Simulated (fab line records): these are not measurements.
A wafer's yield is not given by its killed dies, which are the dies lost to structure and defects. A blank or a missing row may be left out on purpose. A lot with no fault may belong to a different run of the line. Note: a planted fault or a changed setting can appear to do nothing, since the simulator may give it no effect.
2 desks looking at one fault + flow sfq-line + only its own numbers are on each desk; what lay behind them is given at the end

== FOR THE TOOL OWNER'S DESK: litho-track-04 ==
The tool's own readings at SFQ_TRILAYER_I2_VIA_LITHO_COAT_067 (resist thk 650 nm): means of the sampled wafers that have a number, for each lot that ran on this tool. Marked OUT: a lot whose mean sits more than 4 standard deviations from the usual mean, which makes it out of limits; the brackets give that distance.
Columns: A = spin-speed-rpm at SFQ_TRILAYER_I2_VIA_LITHO_COAT_067, usual 2999.8 rpm
| lot  | first seen here | A                |
|------|-----------------|------------------|
| L842 | day 32 15:21    | 3001.7           |
| L850 | day 36 04:03    | 2937.8 (-34) OUT |
| L851 | day 36 07:06    | 2940.2 (-33) OUT |
This desk's finding: out of limits on L850, L851; first on L850, day 36 04:03 (spin-speed-rpm at SFQ_TRILAYER_I2_VIA_LITHO_COAT_067). L842 stayed within limits.

== THE METROLOGY DESK ==
What the gauges read, lot by lot, whatever tool the lot ran on: means of the sampled wafers that have a number. Marked OUT: a lot whose mean sits more than 4 standard deviations from the usual mean, which makes it out of limits; the brackets give that distance.
Columns: A = M2_OVL at SFQ_M2_OVL_MEAS_916, usual -1 nm; B = I2_BOW at SFQ_I2_BOW_MEAS_917, usual 0 um; C = I2_OVL at SFQ_I2_OVL_MEAS_918, usual -1 nm
| lot  | first seen here | A  | B  | C  |
|------|-----------------|----|----|----|
| L841 | day 31 05:29    | -5 | 17 | 4  |
| L842 | day 32 07:21    | 11 | 6  | 1  |
| L850 | day 35 16:14    | 4  | 0  | -1 |
| L851 | day 35 17:27    | 8  | 4  | -4 |
| L853 | day 40 23:10    | 1  | -2 | -6 |
| L857 | day 41 08:46    | -1 | -7 | -5 |
This desk found nothing out of limits on any of the 6 lots.

== BROUGHT TOGETHER ==
An alarm could have come from the tool owner's desk at day 36 04:03, on L850, L851.
Metrology desk: nothing out of limits seen.
The metrology desk holds a record of L850, L851, inside its limits.
Of the lots named, all ran SFQ_TRILAYER_I2_VIA_LITHO_COAT_067 on litho-track-04.

== WHAT THE SIMULATOR PUT IN ==
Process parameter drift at SFQ_TRILAYER_I2_VIA_LITHO_COAT_067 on litho-track-04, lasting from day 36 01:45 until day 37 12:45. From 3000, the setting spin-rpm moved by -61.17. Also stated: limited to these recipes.
Struck lots among those shown: L850, L851.
Time in hours from fault onset to the first out-of-limits reading at each desk: the tool owner's desk, 2.
